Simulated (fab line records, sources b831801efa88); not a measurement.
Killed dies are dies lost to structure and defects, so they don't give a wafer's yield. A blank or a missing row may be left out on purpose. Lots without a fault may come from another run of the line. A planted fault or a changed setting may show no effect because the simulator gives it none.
Which tool did it? | flow sky130 | 24 lots, 72 wafers sampled, at 5 steps of a route of 708

WHAT THE GAUGES READ, wafer by wafer
SKY_FIELD_ISO_THK_MEAS_25.
lot  | measured    | on            | FIELD_ISO_CVD_24_THK (nm)
L074 | day 2 06:56 | film_metro-01 | 591 599 589
L075 | day 2 13:16 | film_metro-04 | 598 605 610
L076 | day 2 18:27 | film_metro-01 | 589 611 606
L077 | day 2 23:56 | film_metro-04 | 597 598 594
L078 | day 3 03:14 | film_metro-01 | 587 598 595
L079 | day 3 09:37 | film_metro-02 | 590 595 594
L080 | day 3 12:58 | film_metro-02 | 612 610 595
L081 | day 3 19:34 | film_metro-02 | 612 612 618
L082 | day 4 00:56 | film_metro-02 | 601 605 602
L083 | day 4 05:56 | film_metro-02 | 600 606 596
L084 | day 4 11:33 | film_metro-04 | 598 601 595
L085 | day 4 17:11 | film_metro-01 | 602 600 613
L086 | day 4 21:33 | film_metro-02 | 607 600 606
L087 | day 5 03:15 | film_metro-02 | 590 592 598
L088 | day 5 09:41 | film_metro-04 | 609 591 604
L089 | day 5 15:13 | film_metro-04 | 596 601 600
L090 | day 5 19:18 | film_metro-01 | 586 593 600
L091 | day 5 23:20 | film_metro-02 | 592 616 603
L092 | day 6 04:07 | film_metro-02 | 600 591 594
L093 | day 6 11:13 | film_metro-04 | 601 603 616
L094 | day 6 15:38 | film_metro-01 | 593 591 592
L095 | day 6 19:40 | film_metro-01 | 596 590 588
L096 | day 7 01:21 | film_metro-01 | 594 598 600
L097 | day 7 08:09 | film_metro-02 | 606 609 606

SKY_LI_CONTACT_CD_MEAS_12: target cd 170 nm.
lot  | measured     | on        | cd_nm (nm)
L074 | day 29 05:30 | cd_sem-02 | 170.4 169.5 171.1
L075 | day 29 15:49 | cd_sem-01 | 169.8 169.3 169.3
L076 | day 29 19:47 | cd_sem-01 | 171.5 170.8 171.7
L077 | day 30 06:16 | cd_sem-02 | 170.5 168.3 170.4
L078 | day 30 08:26 | cd_sem-02 | 169.0 170.1 169.9
L079 | day 30 16:02 | cd_sem-01 | 172.7 173.7 173.3
L080 | day 31 02:34 | cd_sem-02 | 170.0 168.9 169.2
L081 | day 31 08:07 | cd_sem-01 | 172.6 172.3 172.4
L082 | day 31 13:52 | cd_sem-01 | 173.0 171.8 171.7
L083 | day 32 01:47 | cd_sem-01 | 169.0 167.7 168.4
L084 | day 32 12:52 | cd_sem-01 | 170.9 170.1 168.7
L085 | day 32 18:11 | cd_sem-01 | 170.4 172.3 171.7
L086 | day 33 07:28 | cd_sem-01 | 170.6 170.9 170.5
L087 | day 33 14:55 | cd_sem-02 | 171.2 170.3 170.9
L088 | day 33 19:50 | cd_sem-02 | 168.9 167.6 167.4
L089 | day 34 13:42 | cd_sem-01 | 170.5 169.0 168.2
L090 | day 34 12:08 | cd_sem-02 | 170.7 171.3 168.9
L091 | day 34 11:50 | cd_sem-02 | 171.5 170.3 170.5
L092 | day 35 19:41 | cd_sem-02 | 167.9 169.3 169.4
L093 | day 35 20:06 | cd_sem-01 | 170.6 172.7 170.9
L094 | day 35 20:46 | cd_sem-02 | 170.2 169.9 169.1
L095 | day 35 21:25 | cd_sem-02 | 171.7 170.6 173.0
L096 | day 35 22:02 | cd_sem-01 | 171.6 170.8 171.4
L097 | day 36 06:49 | cd_sem-01 | 171.6 169.7 171.7

SKY_CONTACT_CD_MEAS_14: target cd 170 nm.
lot  | measured     | on        | cd_nm (nm)
L074 | day 31 16:35 | cd_sem-02 | 170.5 171.3 171.5
L075 | day 32 01:50 | cd_sem-02 | 171.3 171.7 172.4
L076 | day 32 06:48 | cd_sem-02 | 171.7 170.5 170.0
L077 | day 32 16:41 | cd_sem-01 | 171.3 171.3 170.2
L078 | day 32 18:05 | cd_sem-02 | 170.7 169.9 172.2
L079 | day 33 01:17 | cd_sem-01 | 171.6 171.6 171.1
L080 | day 33 10:16 | cd_sem-02 | 170.2 173.0 171.8
L081 | day 33 17:12 | cd_sem-02 | 174.2 172.5 173.3
L082 | day 33 23:14 | cd_sem-02 | 171.3 171.3 170.9
L083 | day 34 09:28 | cd_sem-02 | 171.3 170.1 170.5
L084 | day 34 18:43 | cd_sem-01 | 171.6 171.8 172.8
L085 | day 35 02:10 | cd_sem-01 | 170.4 169.6 170.3
L086 | day 35 15:49 | cd_sem-01 | 172.9 170.8 173.0
L087 | day 35 21:59 | cd_sem-02 | 171.4 170.6 171.1
L088 | day 36 02:53 | cd_sem-01 | 173.4 172.2 171.4
L089 | day 36 22:25 | cd_sem-01 | 170.2 170.0 170.9
L090 | day 36 21:10 | cd_sem-01 | 173.0 171.4 171.3
L091 | day 36 19:55 | cd_sem-02 | 169.0 170.7 170.4
L092 | day 38 03:20 | cd_sem-01 | 172.2 171.9 173.8
L093 | day 38 03:46 | cd_sem-02 | 172.9 171.5 173.0
L094 | day 38 04:37 | cd_sem-02 | 169.9 169.9 168.9
L095 | day 38 05:34 | cd_sem-02 | 170.9 169.8 171.3
L096 | day 38 05:52 | cd_sem-02 | 171.0 171.0 169.3
L097 | day 38 13:57 | cd_sem-02 | 168.1 169.8 169.0

WHICH TOOL RAN EACH LOT (tool, then ch and the chambers of the sampled wafers, then the start)
lot  | SKY_POLY_GATE_ETCH_17            | SKY_LI_CONTACT_CMP_02
L074 | rie_si-02 ch 0,2,3, day 16 11:25 | cmp-01 ch 0,1,3, day 28 01:30
L075 | rie_si-02 ch 0,1,3, day 17 00:43 | cmp-01 ch 1,3, day 28 11:51
L076 | rie_si-01 ch 0,1,3, day 17 00:57 | cmp-02 ch 0,3, day 28 15:58
L077 | rie_si-01 ch 0,1, day 17 11:16   | cmp-02 ch 0,1,2, day 29 03:03
L078 | rie_si-01 ch 1,2,3, day 17 19:18 | cmp-02 ch 1,2, day 29 04:31
L079 | rie_si-01 ch 0,2,3, day 17 23:00 | cmp-01 ch 1,2,3, day 29 13:28
L080 | rie_si-02 ch 1,2, day 18 07:34   | cmp-01 ch 1,2,3, day 29 22:18
L081 | rie_si-01 ch 0,3, day 18 18:46   | cmp-01 ch 0,1,3, day 30 04:31
L082 | rie_si-02 ch 0,1, day 19 03:19   | cmp-01 ch 0,2,3, day 30 09:25
L083 | rie_si-01 ch 1,2, day 19 18:51   | cmp-02 ch 0,1,3, day 30 22:45
L084 | rie_si-01 ch 0,1,3, day 20 06:48 | cmp-02 ch 0,1, day 31 08:57
L085 | rie_si-02 ch 1,2, day 20 09:03   | cmp-02 ch 1,3, day 31 15:00
L086 | rie_si-02 ch 0,1,3, day 21 04:46 | cmp-01 ch 0,2,3, day 32 05:42
L087 | rie_si-01 ch 0,1,3, day 21 13:43 | cmp-01 ch 0,1, day 32 13:40
L088 | rie_si-02 ch 0,1,2, day 21 17:51 | cmp-02 ch 2,3, day 32 17:46
L089 | rie_si-01 ch 0,2,3, day 22 11:51 | cmp-02 ch 0,2, day 33 11:04
L090 | rie_si-02 ch 2,3, day 22 10:18   | cmp-02 ch 0,2,3, day 33 10:04
L091 | rie_si-01 ch 0,1,3, day 22 09:00 | cmp-01 ch 0,1,2, day 33 08:55
L092 | rie_si-02 ch 1,3, day 23 22:06   | cmp-01 ch 0,2,3, day 34 16:19
L093 | rie_si-01 ch 0,1, day 24 00:25   | cmp-01 ch 1,2,3, day 34 16:55
L094 | rie_si-02 ch 0,3, day 24 00:42   | cmp-02 ch 0,2, day 34 17:01
L095 | rie_si-01 ch 0,1,2, day 24 00:47 | cmp-01 ch 1,2, day 34 18:03
L096 | rie_si-02 ch 0,1,2, day 24 07:16 | cmp-02 ch 0,1,3, day 34 18:58
L097 | rie_si-01 ch 0,1, day 24 12:09   | cmp-02 ch 0,1, day 35 03:40
- SKY_POLY_GATE_ETCH_17: etches poly-Si in HBr/Cl2, stops on SiO2, target depth 180 nm, time 70.5 s.
- SKY_LI_CONTACT_CMP_02: polishes PSG.

WHAT THE TOOLS THEMSELVES READ (means of the sampled wafers that have a number; where no wafer has one, the mark that the record gives instead)
SKY_POLY_GATE_ETCH_17.
lot  | tool      | bias_w (W) | drypump_motor_current_A (A) | mfc_cl2_sccm (sccm) | oes_product_au (a.u.) | throttle_valve_pct (%)
L074 | rie_si-02 | 100.45     | 5.6                         | 49.93               | 0.984                 | 33.681
L075 | rie_si-02 | 99.97      | 5.8                         | 49.86               | 0.974                 | 33.688
L076 | rie_si-01 | 100.11     | 5.4                         | 50.02               | 0.986                 | 33.689
L077 | rie_si-01 | 100.13     | 5.1                         | 49.97               | 0.988                 | 33.683
L078 | rie_si-01 | 99.95      | 5.6                         | 50.07               | 0.980                 | 33.677
L079 | rie_si-01 | 100.15     | 5.7                         | 49.99               | 0.984                 | 33.682
L080 | rie_si-02 | 99.74      | 5.4                         | 49.87               | 0.975                 | 33.686
L081 | rie_si-01 | 100.06     | 5.5                         | 49.97               | 0.986                 | 33.681
L082 | rie_si-02 | 99.85      | 5.7                         | 50.04               | 0.981                 | 33.689
L083 | rie_si-01 | 99.94      | 5.2                         | 50.00               | 0.993                 | 33.691
L084 | rie_si-01 | 100.18     | 5.4                         | 49.94               | 0.981                 | 33.688
L085 | rie_si-02 | 100.10     | 5.4                         | 50.08               | 0.976                 | 33.686
L086 | rie_si-02 | 100.21     | 5.9                         | 49.92               | 0.980                 | 33.686
L087 | rie_si-01 | 100.03     | 5.4                         | 50.09               | 0.989                 | 33.681
L088 | rie_si-02 | 100.03     | 5.4                         | 49.96               | 0.971                 | 33.687
L089 | rie_si-01 | 99.89      | 5.7                         | 50.12               | 0.992                 | 33.686
L090 | rie_si-02 | 99.76      | 5.7                         | 49.98               | 0.987                 | 33.679
L091 | rie_si-01 | 99.93      | 5.4                         | 50.11               | 0.986                 | 33.687
L092 | rie_si-02 | 99.70      | 6.0                         | 49.92               | 0.980                 | 33.689
L093 | rie_si-01 | 99.88      | 5.2                         | 50.03               | 0.997                 | 33.677
L094 | rie_si-02 | 99.81      | 6.1                         | 50.00               | 0.984                 | 33.677
L095 | rie_si-01 | 100.28     | 5.4                         | 50.12               | 1.003                 | 33.687
L096 | rie_si-02 | 99.93      | 5.4                         | 49.99               | 0.973                 | 33.686
L097 | rie_si-01 | 100.04     | 5.1                         | 50.10               | 0.996                 | 33.684

SKY_LI_CONTACT_CMP_02.
lot  | tool   | motor_current_A (A) | slurry_filter_dp_kPa (kPa) | time_to_endpoint_s (s)
L074 | cmp-01 | 13.2                | 13.48                      | 32.0
L075 | cmp-01 | 13.8                | 13.46                      | 33.1
L076 | cmp-02 | 11.3                | 13.62                      | 34.3
L077 | cmp-02 | 11.6                | 13.41                      | 37.7
L078 | cmp-02 | 12.0                | 13.58                      | 31.6
L079 | cmp-01 | 12.9                | 13.48                      | 33.2
L080 | cmp-01 | 12.3                | 13.46                      | 31.0
L081 | cmp-01 | 13.2                | 13.56                      | 30.1
L082 | cmp-01 | 13.3                | 13.52                      | 32.6
L083 | cmp-02 | 11.8                | 13.52                      | 30.6
L084 | cmp-02 | 10.8                | 13.57                      | 33.5
L085 | cmp-02 | 12.3                | 13.52                      | 29.4
L086 | cmp-01 | 13.0                | 13.50                      | 32.6
L087 | cmp-01 | 11.7                | 13.57                      | 29.8
L088 | cmp-02 | 12.8                | 13.63                      | 27.0
L089 | cmp-02 | 11.1                | 13.62                      | 33.8
L090 | cmp-02 | 11.9                | 13.48                      | 29.3
L091 | cmp-01 | 11.5                | 13.46                      | 30.9
L092 | cmp-01 | 13.1                | 13.53                      | 35.5
L093 | cmp-01 | 12.8                | 13.57                      | 32.7
L094 | cmp-02 | 10.8                | 13.50                      | 33.3
L095 | cmp-01 | 11.7                | 13.49                      | 32.2
L096 | cmp-02 | 12.0                | 13.51                      | 30.2
L097 | cmp-02 | 11.6                | 13.42                      | 34.4

THE ANSWER, worked out from the rows above alone
Rule: what is usual is taken from the lots themselves. Put in order of their means at a reading, lots are off if they are a third of the lots or fewer, leave a main group of 4 or more, and stand apart from it by a gap of 3 or more times the standard deviation of the main group's means; of several such gaps the widest counts. A main group whose means are all the same, to the digits that the tables above print for the reading, isn't used. A lot without any number at a reading at which 4 lots or more have one is off too. The other lots that the step has rows for count as sound. The gauges are gone through in route order, then the tools' own readings, and for those a lot's mean is taken as printed above. The first step at which some lot is off is used, and at that step the reading that is off furthest; a lot without a number counts as furthest.
No lot is off at any reading shown: from this, nothing can be told.

WHAT THE SIMULATOR HAD PUT IN
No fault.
